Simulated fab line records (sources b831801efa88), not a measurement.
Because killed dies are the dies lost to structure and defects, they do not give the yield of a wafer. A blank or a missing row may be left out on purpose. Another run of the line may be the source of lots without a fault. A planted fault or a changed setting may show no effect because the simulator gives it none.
A single fault, viewed from 2 desks	flow sky130	each desk has only its own numbers; what lay behind them comes last

## AT THE METROLOGY DESK
What the gauges read for every lot (on any tool): the sampled wafers with a number, averaged. The brackets show how far a lot's mean lies from the usual mean; more than 4 standard deviations puts the lot out of limits, marked OUT.
Columns: A = GATE_OXIDE_OXIDATION_00_THK at SKY_GATE_OXIDE_THK_MEAS_02, usual 10.24 nm; B = GATE_OXIDE_OVL at SKY_GATE_OXIDE_OVL_MEAS_10, usual -0.2 nm; C = GATE_OXIDE_TW at SKY_GATE_OXIDE_TW_MEAS_14, usual 226.9; D = POLY_GATE_CVD_00_THK at SKY_POLY_GATE_THK_MEAS_01, usual 179.7 nm; E = POLY_GATE_TW at SKY_RES_PROTECT_TW_MEAS_08, usual 4065; F = POLY_GATE_CVD_03_THK at SKY_POLY_GATE_THK_MEAS_04, usual 74.9 nm; G = cd nm at SKY_POLY_GATE_CD_MEAS_13, usual 150.1 nm
lot	first seen here	A	B	C	D	E	F	G
L548	day 14 00:03	10.12	-2.8	229.5	180.3	4048	75.3	150.3
L552	day 15 09:31	10.33	1.3	226.7	179.5	4075	74.3	150.5
L554	day 15 20:31	10.43	1.1	226.0	178.1	4046	74.6	149.9
L555	day 16 02:19	10.34	0.0	226.4	178.7	4080	75.7	150.2
L556	day 16 07:57	10.57	1.2	226.1	178.9	4096	74.5	150.7
L563	day 19 02:25	10.20	-0.3	226.2	180.6	4060	74.4	150.1
L566	day 20 01:52	10.17	-1.1	225.8	181.9	4032	74.7	151.9
This desk's finding: nothing out of limits on any of the 7 lots.

## DESK OF THE TOOL OWNER: implanter-04
The tool's own readings at SKY_GATE_OXIDE_IMPLANT_11: means of the sampled wafers that have a number, for each lot that ran on this tool. The brackets show how far a lot's mean lies from the usual mean; more than 4 standard deviations puts the lot out of limits, marked OUT.
Columns: A = faraday current uA at SKY_GATE_OXIDE_IMPLANT_11, usual 14.69
lot	first seen here	A
L548	day 15 00:59	14.39
L552	day 16 13:06	14.92
L554	day 16 23:52	14.96
L555	day 17 06:12	14.71
L556	day 17 11:43	14.45
This desk's finding: nothing out of limits on any of the 5 lots.

## PUT TOGETHER
From the metrology desk's view, nothing was out of limits.
Nothing out of limits was seen by the tool owner's desk.

## WHAT THE SIMULATOR PUT IN
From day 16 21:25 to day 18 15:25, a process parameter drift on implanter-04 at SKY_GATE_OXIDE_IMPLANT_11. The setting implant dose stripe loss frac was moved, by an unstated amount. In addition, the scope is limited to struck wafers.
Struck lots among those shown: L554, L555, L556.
